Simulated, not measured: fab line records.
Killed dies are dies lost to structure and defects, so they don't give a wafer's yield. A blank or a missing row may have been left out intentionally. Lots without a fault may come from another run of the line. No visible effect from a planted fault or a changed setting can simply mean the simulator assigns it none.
A lot that was struck, set against a sound lot ; flow gf180mcu ; 14 steps out of a route of 602
Sound: these wafers, L493.1, L493.4, L493.5. Wafers struck: L487.2, L487.3, L487.4. The cause is named last.
Order at every step that has rows: each side's tool, ch and its chambers, its first start. Under that, the readings that differ: sound wafers ; struck wafers ; difference of the means ; sigmas: that difference in standard deviations of wafers without a fault.
alike: a reading whose means differ by less than 2 such deviations, as well as words and numbers matching on both sides. not compared: withheld readings; readings where some wafer has no value; bounds like >300 that might hide an equal value; numbers whose values overlap and for which the record gives no deviation.
The two part at a step that has a row with sigmas, a row that says differs or no value, or rows on one side only. When numbers do not overlap yet have no deviation, they are printed without sigmas and do not part them. Lack of a reading on every wafer of one side parts them only where that side has two or more wafers.

first, 3 steps without rows for these wafers: GF_STI_EXPOSE_09 (exposes mask COMP, target cd 220 nm); GF_STI_PEB_10 (peb time 90 s); GF_STI_DEVELOP_11 (develop time 60 s).
GF_STI_CD_MEAS_12: the cd target is 220 nm.
  sound on cdSem-01 at day 6 19:50; struck on cdSem-02 at day 5 11:42
  alike: cdNm
GF_STI_ETCH_13: etches the open film in CHF3/O2, stops on Si, target depth 282.31 nm, time 112.9 s.
  sound on rieDiel-03 ch 2,3, day 6 19:57; struck on rieDiel-03 ch 2,3, day 5 11:48
  alike: drypumpMotorCurrentA, oesProductAu, throttleValvePct
  not compared: rfHoursCounterH
GF_STI_ETCH_14: etches Si in HBr/Cl2/O2, target depth 360 nm, time 102.9 s.
  sound on rieSi-02 ch 0,1,2, day 6 20:02; struck on rieSi-01 ch 0,2,3, day 5 11:53
  alike: drypumpMotorCurrentA, oesProductAu, throttleValvePct
  not compared: rfHoursCounterH
GF_STI_STRIP_15: strips in O2/N2.
  sound on plasmaAsher-02 ch 1, day 6 20:06; struck on plasmaAsher-02 ch 0,1, day 5 11:58
  alike: drypumpMotorCurrentA, heaterPowerW, o2FlowSccm, oesProductAu, stripTimeToEndpointS
  not compared: rfHoursCounterH
then, 5 steps without rows for these wafers: GF_STI_CLEAN_16 (cleans in dHF, time 25 s); GF_STI_WET_ETCH_17 (etches Si3N4 in H3PO4, target depth 45 nm, time 514 s); GF_STI_CLEAN_18 (cleans in SC1/SC2, time 150 s); GF_STI_CLEAN_19 (cleans in dHF, time 20 s); GF_STI_WET_ETCH_20 (etches SiO2 in dHF, target depth 20 nm, time 400 s).
GF_STI_OXIDATION_21: stabilise 600 s, purge 300 s, target thk 15 nm.
  sound on furnace-02 ch 0, day 6 21:20; struck on furnace-02, day 5 13:13
  no value came back on the struck wafers for any of 6 readings (oxTempC (C), oxTempCMax and others); on the sound wafers oxTempC (C) reads 999.9 1000.2 999.7
then, 1 step without rows for these wafers: GF_STI_CVD_23 (deposits SiO2, target thk 650 nm, time 108.3 s).

WHERE THEY PART
Only at GF_STI_OXIDATION_21, as far as this record shows.

WHY: what had been put in by the simulator
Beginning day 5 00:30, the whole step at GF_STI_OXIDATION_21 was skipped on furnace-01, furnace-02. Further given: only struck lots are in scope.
